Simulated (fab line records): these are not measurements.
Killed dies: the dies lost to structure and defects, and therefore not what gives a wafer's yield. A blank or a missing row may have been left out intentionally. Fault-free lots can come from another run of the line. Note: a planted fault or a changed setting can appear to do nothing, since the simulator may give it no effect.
fab line records + flow sky130
record
- lots=13
- wafers=39
- lastDay=50
route steps=708 shown FIELD_ISO@3 PWDE@55 VT_ADJUST_LVTN@104
lots that met no fault: from a run of the same line without faults
startH: start of the lot's first displayed wafer, in hours after the record's first day + waitH: hours since the lot's step before + " unchanged from the row above + L1.1+2: a single row standing in for several wafers + - value missing, or start not given + * or withheld: withheld + < > ~ a bound
route shown NAME@n: a module of which the file shows steps, and the number in the route of the first + usual: the fault-free wafers' mean and standard deviation + same: alike in all rows + chamber/n: place in a boat + sites: per-site readings + _std_site: their standard deviation + _edge_site: outer sites' mean less inner sites' + radiusMm: for every site, how far away it sits from the centre of the wafer + mask NAME#n: copy n + behind: the most recent tool/chamber to have shaped the wafer + hold: cause of the lot's hold/its duration in hours/its outcome + device: the n, p or np transistor that did not switch + end of line: the route-end tests of the same wafers + a step with no rows: only its recipe + killed: dies that structure and defects cost at the first sort, which is not the same as the wafer's yield + map: a wafer's dies, x killed, . not, _ none there
set.NAME: the setting as run; set.NAME@STEP: as run at that earlier step + model.NAME: the simulator's own value behind a step, which no gauge read
one table for each step of the route and one row for each wafer, over a sample of lots
services: from which hour (startH, from the record's first day; less than 0 if before it) a tool's chamber was out of use, for how many hours, and why
## steps
# step SKY_FIELD_ISO_THK_MEAS_02
# recipe
- reads=SiO2_of_FIELD_ISO_OXIDATION_01
# usual
- FIELD_ISO_OXIDATION_00_THK=12.28/0.2
| lot.wafer | tool         | chamber | startH | waitH | FIELD_ISO_OXIDATION_00_THK[nm] |
|-----------|--------------|---------|--------|-------|--------------------------------|
| L159.3    | filmMetro-03 | -       | 17.57  | 0.0   | 12.32                          |
| L159.4    | "            | -       | "      | "     | 12.26                          |
| L159.6    | "            | -       | "      | "     | 12.07                          |
| L162.1    | filmMetro-02 | -       | 31.63  | 0.0   | 12.33                          |
| L162.5    | "            | -       | "      | "     | 12.65                          |
| L162.6    | "            | -       | "      | "     | 12.54                          |
| L163.1    | filmMetro-01 | -       | 37.24  | 0.0   | 12.21                          |
| L163.5    | "            | -       | "      | "     | 12.42                          |
| L163.6    | "            | -       | "      | "     | 12.40                          |
| L164.1    | filmMetro-01 | -       | 42.70  | 0.0   | 12.16                          |
| L164.3    | "            | -       | "      | "     | 12.24                          |
| L164.6    | "            | -       | "      | "     | 12.28                          |
| L165.2    | filmMetro-03 | -       | 48.03  | 0.0   | 12.26                          |
| L165.4    | "            | -       | "      | "     | 12.48                          |
| L165.6    | "            | -       | "      | "     | 12.22                          |
| L166.1    | filmMetro-03 | -       | 56.15  | 0.0   | 12.08                          |
| L166.2    | "            | -       | "      | "     | 12.37                          |
| L166.3    | "            | -       | "      | "     | 12.54                          |
| L167.1    | filmMetro-02 | -       | 59.09  | 0.0   | 12.43                          |
| L167.3    | "            | -       | "      | "     | 12.30                          |
| L167.6    | "            | -       | "      | "     | 12.28                          |
| L169.4    | filmMetro-02 | -       | 67.22  | 0.0   | 12.35                          |
| L169.5    | "            | -       | "      | "     | 12.50                          |
| L169.6    | "            | -       | "      | "     | 12.12                          |
| L170.3    | filmMetro-01 | -       | 72.49  | 0.0   | 12.40                          |
| L170.4    | "            | -       | "      | "     | 12.36                          |
| L170.6    | "            | -       | "      | "     | 12.24                          |
| L172.1    | filmMetro-01 | -       | 82.68  | 0.0   | 12.07                          |
| L172.2    | "            | -       | "      | "     | 12.01                          |
| L172.3    | "            | -       | "      | "     | 12.08                          |
| L173.2    | filmMetro-01 | -       | 86.64  | 0.0   | 11.71                          |
| L173.4    | "            | -       | "      | "     | 11.79                          |
| L173.6    | "            | -       | "      | "     | 11.80                          |
| L180.3    | filmMetro-01 | -       | 122.62 | 0.0   | 12.51                          |
| L180.4    | "            | -       | "      | "     | 12.26                          |
| L180.6    | "            | -       | "      | "     | 12.52                          |
| L181.4    | filmMetro-01 | -       | 127.50 | 0.0   | 12.29                          |
| L181.5    | "            | -       | "      | "     | 12.34                          |
| L181.6    | "            | -       | "      | "     | 12.20                          |
# step SKY_PWDE_TW_MEAS_10
# usual
- PWDE_TW=374.5/2.1
| lot.wafer | tool         | chamber | startH | waitH | PWDE_TW |
|-----------|--------------|---------|--------|-------|---------|
| L159.3    | filmMetro-04 | -       | 71.35  | 0.1   | 376.7   |
| L159.4    | "            | -       | "      | "     | 376.7   |
| L159.6    | "            | -       | "      | "     | 373.0   |
| L162.1    | filmMetro-04 | -       | 100.65 | 0.1   | 377.2   |
| L162.5    | "            | -       | "      | "     | 376.4   |
| L162.6    | "            | -       | "      | "     | 375.6   |
| L163.1    | filmMetro-01 | -       | 102.78 | 0.1   | 373.8   |
| L163.5    | "            | -       | "      | "     | 374.2   |
| L163.6    | "            | -       | "      | "     | 374.7   |
| L164.1    | filmMetro-02 | -       | 105.34 | 0.1   | 371.1   |
| L164.3    | "            | -       | "      | "     | 371.9   |
| L164.6    | "            | -       | "      | "     | 371.4   |
| L165.2    | filmMetro-01 | -       | 109.89 | 0.1   | 375.0   |
| L165.4    | "            | -       | "      | "     | 374.0   |
| L165.6    | "            | -       | "      | "     | 374.6   |
| L166.1    | filmMetro-01 | -       | 116.44 | 0.1   | 373.7   |
| L166.2    | "            | -       | "      | "     | 374.5   |
| L166.3    | "            | -       | "      | "     | 375.9   |
| L167.1    | filmMetro-01 | -       | 125.33 | 0.1   | 374.3   |
| L167.3    | "            | -       | "      | "     | 374.7   |
| L167.6    | "            | -       | "      | "     | 376.1   |
| L169.4    | filmMetro-01 | -       | 128.06 | 0.1   | 373.4   |
| L169.5    | "            | -       | "      | "     | 374.4   |
| L169.6    | "            | -       | "      | "     | 373.0   |
| L170.3    | filmMetro-04 | -       | 137.40 | 0.1   | 375.9   |
| L170.4    | "            | -       | "      | "     | 376.4   |
| L170.6    | "            | -       | "      | "     | 376.1   |
| L172.1    | filmMetro-01 | -       | 149.64 | 0.1   | 373.0   |
| L172.2    | "            | -       | "      | "     | 373.4   |
| L172.3    | "            | -       | "      | "     | 373.8   |
| L173.2    | filmMetro-02 | -       | 155.34 | 0.1   | 372.1   |
| L173.4    | "            | -       | "      | "     | 373.3   |
| L173.6    | "            | -       | "      | "     | 371.5   |
| L180.3    | filmMetro-04 | -       | 196.26 | 0.1   | 373.2   |
| L180.4    | "            | -       | "      | "     | 373.4   |
| L180.6    | "            | -       | "      | "     | 376.8   |
| L181.4    | filmMetro-01 | -       | 199.85 | 0.1   | 372.6   |
| L181.5    | "            | -       | "      | "     | 375.7   |
| L181.6    | "            | -       | "      | "     | 373.6   |
# step SKY_VT_ADJUST_LVTN_OVL_MEAS_07
# usual
- VT_ADJUST_LVTN_OVL=0.7/1.2
| lot.wafer | tool       | chamber | startH | waitH | VT_ADJUST_LVTN_OVL[nm] |
|-----------|------------|---------|--------|-------|------------------------|
| L159.3    | overlay-02 | -       | 146.26 | -     | 2.6                    |
| L159.4    | "          | -       | "      | "     | 2.5                    |
| L159.6    | "          | -       | "      | "     | 1.1                    |
| L162.1    | overlay-02 | -       | 178.76 | -     | -0.5                   |
| L162.5    | "          | -       | "      | "     | 1.7                    |
| L162.6    | "          | -       | "      | "     | 0.5                    |
| L163.1    | overlay-01 | -       | 183.05 | -     | 0.6                    |
| L163.5    | "          | -       | "      | "     | -1.7                   |
| L163.6    | "          | -       | "      | "     | 1.6                    |
| L164.1    | overlay-02 | -       | 184.64 | -     | -0.1                   |
| L164.3    | "          | -       | "      | "     | -0.5                   |
| L164.6    | "          | -       | "      | "     | -0.9                   |
| L165.2    | overlay-01 | -       | 191.91 | -     | -1.3                   |
| L165.4    | "          | -       | "      | "     | -0.1                   |
| L165.6    | "          | -       | "      | "     | 0.0                    |
| L166.1    | overlay-02 | -       | 197.15 | -     | 1.4                    |
| L166.2    | "          | -       | "      | "     | 1.4                    |
| L166.3    | "          | -       | "      | "     | -0.7                   |
| L167.1    | overlay-01 | -       | 208.64 | -     | -1.7                   |
| L167.3    | "          | -       | "      | "     | 1.0                    |
| L167.6    | "          | -       | "      | "     | -1.3                   |
| L169.4    | overlay-01 | -       | 212.38 | -     | 0.4                    |
| L169.5    | "          | -       | "      | "     | 1.0                    |
| L169.6    | "          | -       | "      | "     | -0.2                   |
| L170.3    | overlay-01 | -       | 224.35 | -     | 2.4                    |
| L170.4    | "          | -       | "      | "     | -0.4                   |
| L170.6    | "          | -       | "      | "     | 1.1                    |
| L172.1    | overlay-02 | -       | 238.79 | -     | 0.4                    |
| L172.2    | "          | -       | "      | "     | -0.2                   |
| L172.3    | "          | -       | "      | "     | 0.3                    |
| L173.2    | overlay-01 | -       | 243.80 | -     | -0.2                   |
| L173.4    | "          | -       | "      | "     | 0.8                    |
| L173.6    | "          | -       | "      | "     | 2.4                    |
| L180.3    | overlay-02 | -       | 292.10 | -     | -1.9                   |
| L180.4    | "          | -       | "      | "     | -0.8                   |
| L180.6    | "          | -       | "      | "     | -1.7                   |
| L181.4    | overlay-02 | -       | 295.66 | -     | -0.9                   |
| L181.5    | "          | -       | "      | "     | -0.5                   |
| L181.6    | "          | -       | "      | "     | 2.2                    |
# step SKY_VT_ADJUST_LVTN_STRIP_09
# recipe
- chemistry=O2/N2
- powerW=1400
- pressureMtorr=1500
- platenTempC=withheld
- o2FlowSccm=3000
- n2FlowSccm=300
- overashFraction=0.5
# usual
- chamberPressureMTorr=1500.1/1.4
- drypumpMotorCurrentA=5.7/0.34
- oesProductAu=0.722/0.0044
- stripTimeToEndpointS=36.97/0.087
| lot.wafer | tool           | chamber | startH | waitH | chamberPressureMTorr | drypumpMotorCurrentA | oesProductAu | rfHoursCounterH | stripTimeToEndpointS |
|-----------|----------------|---------|--------|-------|----------------------|----------------------|--------------|-----------------|----------------------|
| L159.3    | plasmaAsher-01 | 0       | 146.47 | 0.1   | 1497.9               | 5.6                  | 0.712        | -               | 36.94                |
| L159.4    | "              | 1       | "      | "     | 1499.6               | 5.2                  | 0.718        | -               | 36.99                |
| L159.6    | "              | 1       | "      | "     | 1502.2               | 5.2                  | 0.723        | -               | 36.99                |
| L162.1    | plasmaAsher-02 | 0       | 178.94 | 0.1   | 1499.8               | 6.0                  | 0.717        | 39              | 36.95                |
| L162.5    | "              | 1       | "      | "     | 1501.5               | 6.1                  | 0.721        | -               | 37.08                |
| L162.6    | "              | 0       | "      | "     | 1500.1               | 6.0                  | 0.723        | -               | 36.97                |
| L163.1    | plasmaAsher-01 | 0       | 183.24 | 0.1   | 1501.6               | 5.5                  | 0.722        | 6               | 36.94                |
| L163.5    | "              | 1       | "      | "     | 1499.8               | 5.2                  | 0.720        | -               | 37.05                |
| L163.6    | "              | 0       | "      | "     | 1499.1               | 5.5                  | 0.723        | -               | 36.98                |
| L164.1    | plasmaAsher-04 | 0       | 184.83 | 0.1   | 1502.2               | 5.3                  | 0.715        | 50              | 36.88                |
| L164.3    | "              | 1       | "      | "     | 1499.7               | 5.6                  | 0.728        | -               | 36.97                |
| L164.6    | "              | 1       | "      | "     | 1498.7               | 5.6                  | 0.724        | -               | 36.84                |
| L165.2    | plasmaAsher-04 | 0       | 192.09 | 0.1   | 1498.5               | 5.3                  | 0.712        | 51              | 36.79                |
| L165.4    | "              | 0       | "      | "     | 1500.6               | 5.3                  | 0.727        | -               | 36.86                |
| L165.6    | "              | 0       | "      | "     | 1502.0               | 5.3                  | 0.720        | -               | 36.80                |
| L166.1    | plasmaAsher-02 | 1       | 197.34 | 0.1   | 1501.3               | 6.2                  | 0.722        | 41              | 37.05                |
| L166.2    | "              | 0       | "      | "     | 1502.2               | 6.0                  | 0.718        | 41              | 37.00                |
| L166.3    | "              | 0       | "      | "     | 1499.2               | 6.0                  | 0.724        | -               | 36.94                |
| L167.1    | plasmaAsher-01 | 0       | 208.83 | 0.1   | 1497.4               | 5.5                  | 0.716        | 7               | 36.85                |
| L167.3    | "              | 0       | "      | "     | 1499.6               | 5.5                  | 0.720        | -               | 36.95                |
| L167.6    | "              | 0       | "      | "     | 1498.8               | 5.5                  | 0.716        | -               | 36.90                |
| L169.4    | plasmaAsher-01 | 0       | 212.58 | 0.1   | 1500.1               | 5.5                  | 0.920        | -               | -                    |
| L169.5    | "              | 1       | "      | "     | 1498.5               | 5.2                  | 0.922        | -               | -                    |
| L169.6    | "              | 0       | "      | "     | 1499.5               | 5.5                  | 0.907        | -               | -                    |
| L170.3    | plasmaAsher-04 | 1       | 224.56 | 0.1   | 1499.2               | 5.6                  | 0.719        | -               | 36.92                |
| L170.4    | "              | 0       | "      | "     | 1499.0               | 5.3                  | 0.717        | -               | 36.95                |
| L170.6    | "              | 1       | "      | "     | 1501.8               | 5.6                  | 0.718        | -               | 36.84                |
| L172.1    | plasmaAsher-02 | 1       | 238.98 | 0.1   | 1499.6               | 6.1                  | 0.719        | 45              | 36.97                |
| L172.2    | "              | 0       | "      | "     | 1498.9               | 6.0                  | 0.728        | 45              | 37.04                |
| L172.3    | "              | 0       | "      | "     | 1501.0               | 6.0                  | 0.725        | -               | 37.00                |
| L173.2    | plasmaAsher-04 | 0       | 243.98 | 0.1   | 1499.3               | 5.3                  | 0.722        | 56              | 36.97                |
| L173.4    | "              | 0       | "      | "     | 1499.7               | 5.3                  | 0.720        | -               | 36.96                |
| L173.6    | "              | 1       | "      | "     | 1499.0               | 5.6                  | 0.726        | -               | 37.04                |
| L180.3    | plasmaAsher-04 | 1       | 292.31 | 0.1   | 1498.9               | 5.6                  | 0.727        | -               | 37.07                |
| L180.4    | "              | 0       | "      | "     | 1500.5               | 5.3                  | 0.720        | -               | 37.08                |
| L180.6    | "              | 1       | "      | "     | 1499.1               | 5.6                  | 0.720        | -               | 37.14                |
| L181.4    | plasmaAsher-02 | 0       | 295.86 | 0.1   | 1501.5               | 6.0                  | 0.724        | -               | 37.10                |
| L181.5    | "              | 1       | "      | "     | 1499.0               | 6.2                  | 0.723        | -               | 37.08                |
| L181.6    | "              | 0       | "      | "     | 1499.3               | 6.0                  | 0.724        | -               | 37.03                |
# step SKY_VT_ADJUST_LVTN_STRIP_20
# recipe
- chemistry=O2/N2
- powerW=1400
- pressureMtorr=1500
- platenTempC=withheld
- o2FlowSccm=3000
- n2FlowSccm=300
- overashFraction=0.5
# usual
- chamberPressureMTorr=1500.4/2.9
- drypumpMotorCurrentA=5.7/0.34
- oesProductAu=0.715/0.0043
- stripTimeToEndpointS=14.17/0.047
| lot.wafer | tool           | chamber | startH | waitH | chamberPressureMTorr | drypumpMotorCurrentA | oesProductAu | rfHoursCounterH | stripTimeToEndpointS |
|-----------|----------------|---------|--------|-------|----------------------|----------------------|--------------|-----------------|----------------------|
| L159.3    | plasmaAsher-02 | 0       | 166.91 | 0.1   | 1500.4               | 6.0                  | 0.717        | -               | 14.14                |
| L159.4    | "              | 1       | "      | "     | 1499.2               | 6.1                  | 0.716        | -               | 14.13                |
| L159.6    | "              | 1       | "      | "     | 1500.3               | 6.1                  | 0.716        | -               | 14.13                |
| L162.1    | plasmaAsher-02 | 0       | 200.19 | 0.1   | 1500.0               | 6.0                  | 0.716        | 41              | 14.11                |
| L162.5    | "              | 0       | "      | "     | 1499.5               | 6.0                  | 0.704        | -               | 14.08                |
| L162.6    | "              | 1       | "      | "     | 1499.5               | 6.1                  | 0.711        | -               | 14.08                |
| L163.1    | plasmaAsher-04 | 1       | 205.24 | 0.1   | 1498.0               | 5.6                  | 0.719        | 53              | 14.21                |
| L163.5    | "              | 1       | "      | "     | 1500.0               | 5.6                  | 0.707        | -               | 14.22                |
| L163.6    | "              | 0       | "      | "     | 1500.4               | 5.3                  | 0.713        | -               | 14.21                |
| L164.1    | plasmaAsher-02 | 0       | 207.24 | 0.1   | 1498.2               | 6.0                  | 0.712        | 42              | 14.19                |
| L164.3    | "              | 1       | "      | "     | 1501.9               | 6.1                  | 0.719        | -               | 14.17                |
| L164.6    | "              | 0       | "      | "     | 1497.9               | 6.0                  | 0.710        | -               | 14.18                |
| L165.2    | plasmaAsher-02 | 1       | 214.43 | 0.1   | 1501.2               | 6.1                  | 0.711        | 43              | 14.18                |
| L165.4    | "              | 1       | "      | "     | 1500.6               | 6.1                  | 0.716        | -               | 14.15                |
| L165.6    | "              | 0       | "      | "     | 1502.8               | 6.0                  | 0.712        | -               | 14.18                |
| L166.1    | plasmaAsher-04 | 1       | 220.58 | 0.1   | 1499.9               | 5.6                  | 0.720        | 54              | 14.17                |
| L166.2    | "              | 0       | "      | "     | 1499.3               | 5.3                  | 0.721        | 54              | 14.17                |
| L166.3    | "              | 1       | "      | "     | 1502.3               | 5.6                  | 0.717        | -               | 14.09                |
| L167.1    | plasmaAsher-04 | 0       | 231.59 | 0.1   | 1500.0               | 5.3                  | 0.713        | 55              | 14.07                |
| L167.3    | "              | 1       | "      | "     | 1502.7               | 5.6                  | 0.714        | -               | 14.06                |
| L167.6    | "              | 1       | "      | "     | 1502.1               | 5.7                  | 0.705        | -               | 14.05                |
| L169.4    | plasmaAsher-02 | 0       | 235.63 | 0.1   | 1498.2               | 6.0                  | 0.721        | -               | 42.82                |
| L169.5    | "              | 1       | "      | "     | 1500.1               | 6.2                  | 0.721        | -               | 42.75                |
| L169.6    | "              | 0       | "      | "     | 1498.5               | 6.0                  | 0.722        | -               | 42.73                |
| L170.3    | plasmaAsher-01 | 1       | 248.02 | 0.1   | 1500.4               | 5.2                  | 0.719        | -               | 14.17                |
| L170.4    | "              | 0       | "      | "     | 1498.6               | 5.5                  | 0.711        | -               | 14.23                |
| L170.6    | "              | 1       | "      | "     | 1500.4               | 5.2                  | 0.714        | -               | 14.20                |
| L172.1    | plasmaAsher-02 | 1       | 262.24 | 0.1   | 1498.6               | 6.1                  | 0.719        | 48              | 14.11                |
| L172.2    | "              | 0       | "      | "     | 1501.3               | 6.0                  | 0.714        | 48              | 14.18                |
| L172.3    | "              | 0       | "      | "     | 1500.4               | 6.0                  | 0.724        | -               | 14.14                |
| L173.2    | plasmaAsher-04 | 0       | 267.89 | 0.1   | 1500.7               | 5.3                  | 0.716        | 59              | 14.21                |
| L173.4    | "              | 0       | "      | "     | 1501.8               | 5.3                  | 0.718        | -               | 14.26                |
| L173.6    | "              | 1       | "      | "     | 1502.2               | 5.6                  | 0.714        | -               | 14.23                |
| L180.3    | plasmaAsher-02 | 1       | 316.86 | 0.1   | 1498.4               | 6.1                  | 0.717        | -               | 14.26                |
| L180.4    | "              | 0       | "      | "     | 1498.8               | 6.0                  | 0.715        | -               | 14.20                |
| L180.6    | "              | 0       | "      | "     | 1500.7               | 6.0                  | 0.717        | -               | 14.21                |
| L181.4    | plasmaAsher-02 | 1       | 321.38 | 0.1   | 1500.5               | 6.1                  | 0.721        | -               | 14.22                |
| L181.5    | "              | 0       | "      | "     | 1500.9               | 6.0                  | 0.719        | -               | 14.23                |
| L181.6    | "              | 1       | "      | "     | 1500.2               | 6.2                  | 0.712        | -               | 14.24                |
# step SKY_VT_ADJUST_LVTN_TW_MEAS_21
# usual
- VT_ADJUST_LVTN_2_TW=189.2/0.97
| lot.wafer | tool         | chamber | startH | waitH | VT_ADJUST_LVTN_2_TW |
|-----------|--------------|---------|--------|-------|---------------------|
| L159.3    | filmMetro-03 | -       | 167.00 | 0.1   | 188.8               |
| L159.4    | "            | -       | "      | "     | 188.2               |
| L159.6    | "            | -       | "      | "     | 188.3               |
| L162.1    | filmMetro-04 | -       | 200.29 | 0.1   | 189.2               |
| L162.5    | "            | -       | "      | "     | 188.6               |
| L162.6    | "            | -       | "      | "     | 189.2               |
| L163.1    | filmMetro-03 | -       | 205.34 | 0.1   | 188.9               |
| L163.5    | "            | -       | "      | "     | 189.4               |
| L163.6    | "            | -       | "      | "     | 189.6               |
| L164.1    | filmMetro-04 | -       | 207.34 | 0.1   | 188.1               |
| L164.3    | "            | -       | "      | "     | 187.5               |
| L164.6    | "            | -       | "      | "     | 188.3               |
| L165.2    | filmMetro-01 | -       | 214.54 | 0.1   | 187.8               |
| L165.4    | "            | -       | "      | "     | 188.8               |
| L165.6    | "            | -       | "      | "     | 188.6               |
| L166.1    | filmMetro-03 | -       | 220.68 | 0.1   | 189.8               |
| L166.2    | "            | -       | "      | "     | 190.1               |
| L166.3    | "            | -       | "      | "     | 189.3               |
| L167.1    | filmMetro-04 | -       | 231.69 | 0.1   | 191.1               |
| L167.3    | "            | -       | "      | "     | 191.0               |
| L167.6    | "            | -       | "      | "     | 191.9               |
| L169.4    | filmMetro-03 | -       | 235.72 | 0.1   | 30.3                |
| L169.5    | "            | -       | "      | "     | 30.1                |
| L169.6    | "            | -       | "      | "     | 30.1                |
| L170.3    | filmMetro-01 | -       | 248.11 | 0.1   | 188.7               |
| L170.4    | "            | -       | "      | "     | 187.7               |
| L170.6    | "            | -       | "      | "     | 188.5               |
| L172.1    | filmMetro-04 | -       | 262.34 | 0.1   | 190.4               |
| L172.2    | "            | -       | "      | "     | 189.9               |
| L172.3    | "            | -       | "      | "     | 188.6               |
| L173.2    | filmMetro-03 | -       | 268.00 | 0.1   | 191.1               |
| L173.4    | "            | -       | "      | "     | 189.6               |
| L173.6    | "            | -       | "      | "     | 190.8               |
| L180.3    | filmMetro-03 | -       | 316.95 | 0.1   | 188.8               |
| L180.4    | "            | -       | "      | "     | 189.4               |
| L180.6    | "            | -       | "      | "     | 189.7               |
| L181.4    | filmMetro-03 | -       | 321.47 | 0.1   | 188.9               |
| L181.5    | "            | -       | "      | "     | 189.1               |
| L181.6    | "            | -       | "      | "     | 189.3               |
## services
| tool           | chamber | startH | hours | kind   |
|----------------|---------|--------|-------|--------|
| plasmaAsher-01 | -       | 144.33 | 2.0   | repair |
| plasmaAsher-01 | -       | 190.93 | 14.6  | pm     |
| plasmaAsher-04 | -       | 271.91 | 1.8   | repair |
| plasmaAsher-01 | -       | 302.82 | 9.1   | repair |
| plasmaAsher-04 | -       | 320.34 | 2.8   | pm     |
## key
firstSign
- step=SKY_VT_ADJUST_LVTN_STRIP_09
- reading=oesProductAu
- direction=up
- sigmas=44
- usual=0.722
- struck=0.916
effect
- step=SKY_VT_ADJUST_LVTN_STRIP_20
- reading=stripTimeToEndpointS
- direction=up
- sigmas=99+
- usual=*
- struck=*
effect
- step=SKY_VT_ADJUST_LVTN_TW_MEAS_21
- reading=VT_ADJUST_LVTN_2_TW
- direction=down
- sigmas=99+
- usual=189.2
- struck=30.2
metAt SKY_VT_ADJUST_LVTN_STRIP_09
struckLots L169
sortLeftOut L169.4,L169.5,L169.6
testerLeftOut L169
notActingAt SKY_FIELD_ISO_THK_MEAS_02,SKY_PWDE_TW_MEAS_10,SKY_VT_ADJUST_LVTN_OVL_MEAS_07
onsetBetween 208.83 212.58
fault
- kind=stripAborted
- tool=plasmaAsher-01
- chamber=-
- onsetH=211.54
- steps=SKY_VT_ADJUST_LVTN_STRIP_09
- offset=0.84896
- endH=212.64
# testerLeftOut: of these lots the tester's yield and bins aren't shown, on N5 and GAA mostly nor the transistor test; their killed dies are dies lost to structure and defects alone, not to doping, threshold or leakage, so they don't give the yield
# sortLeftOut: the simulated sort isn't trusted on such a fault, so these wafers' sort isn't shown, and their yield isn't known
